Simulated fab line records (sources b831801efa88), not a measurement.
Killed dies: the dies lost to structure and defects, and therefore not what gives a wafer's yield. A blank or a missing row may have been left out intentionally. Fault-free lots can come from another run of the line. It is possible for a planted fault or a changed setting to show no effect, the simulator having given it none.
Chamber matching    flow gf180mcu    GF_V5_ETCH_16 on rieDiel-04: 4 sister chambers
The step etches BARC in N2/H2. 14 wafers are shown with their chamber, then 7 later ones without.

WAFERS PAIRED WITH THEIR CHAMBERS
wafer   chamber  drypumpMotorCurrentA (A)  oesProductAu (a.u.)  throttleValvePct (%)
L138.1  2        5.8                       0.848                13.222
L138.3  3        5.8                       0.850                13.226
L138.5  3        5.8                       0.851                13.231
L140.2  3        5.8                       0.854                13.245
L140.3  1        6.4                       0.856                13.224
L140.6  2        5.9                       0.850                13.223
L142.1  0        5.5                       0.854                13.219
L142.3  1        6.4                       0.852                13.228
L142.5  3        5.8                       0.850                13.209
L149.2  2        5.9                       0.859                13.224
L149.3  3        5.8                       0.860                13.211
L149.6  0        5.5                       0.847                13.240
L150.1  3        5.8                       0.859                13.222
L150.2  2        5.8                       0.853                13.222

SIGNATURES (means of the wafers above)
reading               chamber 0  chamber 1  chamber 2  chamber 3  scatter within a chamber
drypumpMotorCurrentA  5.500      6.400      5.850      5.800      0.0316
oesProductAu          0.85050    0.85400    0.85250    0.85400    0.00451
throttleValvePct      13.22950   13.22600   13.22275   13.22400   0.0106
Rule: a wafer's distance from a chamber is the root of the sum, over the readings, of the square of ((its reading less the chamber's mean) divided by the reading's scatter). If the next closest chamber is less than 2 further off than the closest, the wafer can't be placed; otherwise it belongs to the closest. How the scatter is found: for the shown wafers, subtract from each reading the mean of its chamber, square and add these, divide the total by (wafers less chambers), then take the root.

WAFERS WHOSE CHAMBER IS MISSING
wafer   drypumpMotorCurrentA (A)  oesProductAu (a.u.)  throttleValvePct (%)
L150.3  6.5                       0.849                13.228
L152.3  5.8                       0.856                13.241
L152.5  5.5                       0.849                13.211
L152.6  6.4                       0.858                13.224
L154.1  6.5                       0.846                13.208
L154.5  5.8                       0.846                13.211
L154.6  5.5                       0.856                13.232

CHAMBER TAKEN BY EACH
wafer   from the rows above      in truth
L150.3  1                        1
L152.3  can't be placed: 3 or 2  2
L152.5  0                        0
L152.6  1                        1
L154.1  1                        1
L154.5  can't be placed: 3 or 2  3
L154.6  0                        0
5 of 7 placed correctly. These rows do not allow placing 2 (true chamber among the candidates in 2). Wrongly placed: 0.
